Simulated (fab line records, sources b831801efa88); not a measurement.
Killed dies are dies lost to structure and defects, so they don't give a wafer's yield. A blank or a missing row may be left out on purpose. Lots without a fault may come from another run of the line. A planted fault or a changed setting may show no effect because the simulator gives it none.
Problem report in the 8D (eight disciplines) form, filled by code | flow gf180mcu | the parts of the form that need people (team, actions taken, sign-off) are left out

1. THE PROBLEM
run_length_s at GF_STI_ETCH_14 reads a mean of 136.6 s on 2 wafers of 2 lots; wafers without a fault read 131.2 s with a standard deviation of 0.52. That is +10 standard deviations from the usual mean.
The step: etches Si in HBr/Cl2/O2, target depth 360 nm, time 102.9 s.
First seen on wafer L810.3, day 5 03:12, on rie_si-01. The record holds 18 wafers of 6 lots with a number at this step. Rule for "out", or "out of limits": more than 4 standard deviations from the usual mean. The other wafers with a number count as sound.

2. WHAT IT IS AND WHAT IT IS NOT
question                    | is               | is not
which readings at this step | run_length_s     | drypump_motor_current_A, oes_product_au, throttle_valve_pct
which lots                  | L810, L812       | L796, L797, L814, L818
which wafers of those lots  | L810.3, L812.6   | L810.1, L810.6, L812.4, L812.5
read on which tools         | rie_si-01        | rie_si-02
when                        | from day 5 03:12 | up to then (8 sound wafers); but 8 sound wafers of L812, L814, L818 came after

3. SUSPECTS, AND WHAT RULES EACH OUT
Counting: a tool at a process step up to the reading stays a suspect if it ran every lot that is out. Sound lots after the first of them don't rule it out here, since some wafers of a struck lot are sound.
- rie_si-01 at GF_STI_ETCH_14 (etches Si in HBr/Cl2/O2, target depth 360 nm, time 102.9 s): kept. It ran every lot that is out, first L810 (day 5 03:12); its last sound lot up to then is L796 (day 2 04:36). Its own readings are out on those wafers: run_length_s.
- Within rie_si-01 at GF_STI_ETCH_14: the wafers that are out ran in chamber 2; their sound lot-mates ran in chambers 0, 1, 3.
Left after counting: rie_si-01 at GF_STI_ETCH_14.

4. THE CAUSE (what the simulator had put in)
Process parameter drift: rie_si-01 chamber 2, from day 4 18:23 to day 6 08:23, at GF_STI_ETCH_14. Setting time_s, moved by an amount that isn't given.
Counting left only this tool.

5. THE CHAIN OF EFFECTS, in route order
Each row: a reading whose mean over the struck wafers that have a number lies more than 3 standard deviations from the usual. Only readings for which the record gives a usual standard deviation are gone through. hours: the time from each lot's start at the first step in this table that gives one to its start at this step, as a median over the lots. sigmas: the change in usual standard deviations.
hours | step           | reading      | usual   | on struck wafers | change | sigmas
0     | GF_STI_ETCH_14 | run_length_s | 131.2 s | 136.6            | +5.4   | +10
The process steps in it:
- GF_STI_ETCH_14: etches Si in HBr/Cl2/O2, target depth 360 nm, time 102.9 s.

6. WHAT WOULD HAVE CAUGHT IT SOONER
In this record the first reading out of limits was taken at day 5 03:12, 9 hours after the fault began at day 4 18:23.
